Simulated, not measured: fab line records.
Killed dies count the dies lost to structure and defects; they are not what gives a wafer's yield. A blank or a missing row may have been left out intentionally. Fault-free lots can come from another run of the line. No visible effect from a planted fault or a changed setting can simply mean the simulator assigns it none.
What tool caused it?    flow sky130    15 lots, 45 wafers sampled, at 4 steps of a route of 708

WHAT EACH GAUGE READ, for each wafer
SKY_LDD_N_OVL_MEAS_07. Usual: for LDD_N_OVL the level is -0.6 nm and the standard deviation is 1.2.
lot   measured      on          LDD_N_OVL (nm)  flag
L792  day 17 12:19  overlay-02  -1.3 -1.9 -2.2  
L793  day 17 19:25  overlay-01  -0.9 -0.5 -1.4  
L795  day 18 14:07  overlay-01  -1.4 -0.3 1.7   
L794  day 18 14:25  overlay-02  -3.6 -1.7 -2.8  
L799  day 20 03:04  overlay-01  -1.6 -0.8 -1.3  
L800  day 20 11:11  overlay-02  0.9 -1.4 -0.5   
L801  day 21 04:56  overlay-02  0.1 0.0 0.2     
L805  day 22 15:46  overlay-01  -0.7 -0.4 -0.2  
L807  day 25 03:16  overlay-01  2.9 -0.5 2.1    
L808  day 25 04:31  overlay-02  -1.4 0.1 0.8    
L809  day 25 05:55  overlay-01  -0.1 -0.3 -0.4  
L813  day 25 11:16  overlay-01  1.4 0.4 -1.2    
L812  day 25 11:52  overlay-02  -0.1 1.1 0.3    
L814  day 25 14:55  overlay-02  -1.0 -2.4 -0.8  
L815  day 26 05:43  overlay-01  -0.5 -0.8 -1.9  

SKY_SD_N_CD_MEAS_07: target cd 380 nm. Usual: 379.9 nm for cd nm, sd 2.3.
lot   measured      on         cd nm (nm)         flag
L792  day 27 17:54  cd sem-02  384.7 385.6 383.8  
L793  day 28 03:43  cd sem-02  376.9 379.8 377.3  
L795  day 28 16:35  cd sem-02  375.4 376.0 378.7  
L794  day 28 16:25  cd sem-01  380.0 378.0 380.8  
L799  day 30 03:05  cd sem-01  - - -              OFF
L800  day 30 07:35  cd sem-01  - - -              OFF
L801  day 31 00:43  cd sem-02  - - -              OFF
L805  day 32 08:31  cd sem-01  379.0 378.9 379.3  
L807  day 34 13:04  cd sem-02  379.5 380.2 379.6  
L808  day 34 13:44  cd sem-02  379.7 382.1 379.8  
L809  day 34 17:37  cd sem-02  377.6 379.6 379.8  
L813  day 34 19:38  cd sem-02  382.4 383.0 378.9  
L812  day 34 20:47  cd sem-01  380.7 381.2 381.7  
L814  day 34 23:35  cd sem-02  379.0 381.2 380.3  
L815  day 35 11:35  cd sem-02  382.3 384.0 382.0  

WHICH TOOL RAN EACH LOT (tool, then ch and the chambers of the sampled wafers, then the start)
lot   SKY_POLY_CUT_STRIP_12                 SKY_SD_N_COAT_02
L792  plasma asher-01 ch 0,1, day 24 02:18  litho track-03 ch 0, day 27 03:45
L793  plasma asher-03 ch 0,1, day 24 12:47  litho track-01 ch 0, day 27 14:07
L795  plasma asher-03 ch 0,1, day 25 02:22  litho track-03 ch 0, day 28 02:11
L794  plasma asher-01 ch 0,1, day 25 01:56  litho track-01 ch 0, day 28 01:46
L799  plasma asher-01 ch 0,1, day 26 14:48  litho track-02, day 29 13:02
L800  plasma asher-04 ch 0,1, day 26 19:41  litho track-01, day 29 18:40
L801  plasma asher-04 ch 0,1, day 27 12:38  litho track-01, day 30 09:53
L805  plasma asher-04 ch 0,1, day 28 22:21  litho track-03 ch 0, day 31 18:14
L807  plasma asher-01 ch 0, day 31 05:06    litho track-02 ch 0, day 33 22:35
L808  plasma asher-01 ch 0,1, day 31 06:07  litho track-01 ch 0, day 33 23:46
L809  plasma asher-01 ch 0,1, day 31 08:59  litho track-02 ch 0, day 34 03:58
L813  plasma asher-03 ch 0, day 31 11:32    litho track-02 ch 0, day 34 07:05
L812  plasma asher-03 ch 0,1, day 31 13:02  litho track-03 ch 0, day 34 08:20
L814  plasma asher-04 ch 0,1, day 31 15:39  litho track-03 ch 0, day 34 11:05
L815  plasma asher-04 ch 0,1, day 32 04:27  litho track-02 ch 0, day 34 21:41
- SKY_POLY_CUT_STRIP_12: strips in O2/N2.
- SKY_SD_N_COAT_02: resist thk 1140 nm.

AS READ BY THE TOOLS THEMSELVES (means over the sampled wafers that have a number; for cases with no such wafer, the mark the record gives instead)
SKY_POLY_CUT_STRIP_12. Usual: drypump motor current A 5.37 A, standard deviation 0.28; oes product au 0.452 a.u., standard deviation 0.0049; strip time to endpoint s 5.348 s, standard deviation 0.021.
lot   tool             drypump motor current A (A)  oes product au (a.u.)  strip time to endpoint s (s)  flag
L792  plasma asher-01  5.32                         0.451                  5.314                         
L793  plasma asher-03  5.51                         0.453                  5.341                         
L795  plasma asher-03  5.17                         0.451                  5.353                         
L794  plasma asher-01  5.33                         0.453                  5.334                         
L799  plasma asher-01  5.27                         0.447                  5.324                         
L800  plasma asher-04  5.56                         0.452                  5.353                         
L801  plasma asher-04  5.47                         0.457                  5.365                         
L805  plasma asher-04  5.51                         0.448                  5.360                         
L807  plasma asher-01  5.26                         0.449                  5.364                         
L808  plasma asher-01  5.28                         0.449                  5.370                         
L809  plasma asher-01  5.28                         0.454                  5.342                         
L813  plasma asher-03  4.83                         0.453                  5.350                         
L812  plasma asher-03  5.54                         0.454                  5.347                         
L814  plasma asher-04  5.46                         0.454                  5.356                         
L815  plasma asher-04  5.51                         0.450                  5.379                         

SKY_SD_N_COAT_02. Usual: chill plate temp C 23.01 C, standard deviation 0.096; dispense pressure kPa 51 kPa, standard deviation 4.9; spin speed rpm 2999.9 rpm, standard deviation 1.7.
lot   tool            chill plate temp C (C)  dispense pressure kPa (kPa)  spin speed rpm (rpm)  flag
L792  litho track-03  23.14                   58                           2998.9                
L793  litho track-01  22.86                   48                           2998.8                
L795  litho track-03  23.08                   58                           3001.1                
L794  litho track-01  23.01                   48                           3001.8                
L799  litho track-02  -                       -                            -                     OFF
L800  litho track-01  -                       -                            -                     OFF
L801  litho track-01  -                       -                            -                     OFF
L805  litho track-03  22.96                   58                           2998.0                
L807  litho track-02  22.98                   47                           3002.2                
L808  litho track-01  23.05                   47                           2998.5                
L809  litho track-02  22.93                   47                           2999.9                
L813  litho track-02  23.04                   47                           3001.1                
L812  litho track-03  23.13                   57                           3001.1                
L814  litho track-03  22.87                   58                           3000.4                
L815  litho track-02  23.09                   47                           3000.5                

THE ANSWER, worked out from the rows above alone
Rule: a lot is off if the mean of its wafers that have a number lies more than 3 standard deviations from the usual mean. A lot without any number at a reading at which 4 lots or more have one is off too. All remaining lots with rows at the step are treated as sound. The gauges are gone through in route order, then the tools' own readings, and for those a lot's mean is taken as printed above. The first step at which some lot is off is used, and at that step the reading that is off furthest; a lot without a number counts as furthest.
Off: L799, L800, L801 (SKY_SD_N_CD_MEAS_07, cd nm). Without a number there: L799, L800, L801.
If a tool, at a process step before that reading, ran all the lots that are off and no sound lot after the first of them, it fits. The gauges at SKY_SD_N_CD_MEAS_07 aren't tried: what is off there is off at SKY_SD_N_COAT_02 too, on other tools, and a gauge's error can't cause that. Not one of the candidates tried fits.

WHAT THE SIMULATOR HAD INSERTED
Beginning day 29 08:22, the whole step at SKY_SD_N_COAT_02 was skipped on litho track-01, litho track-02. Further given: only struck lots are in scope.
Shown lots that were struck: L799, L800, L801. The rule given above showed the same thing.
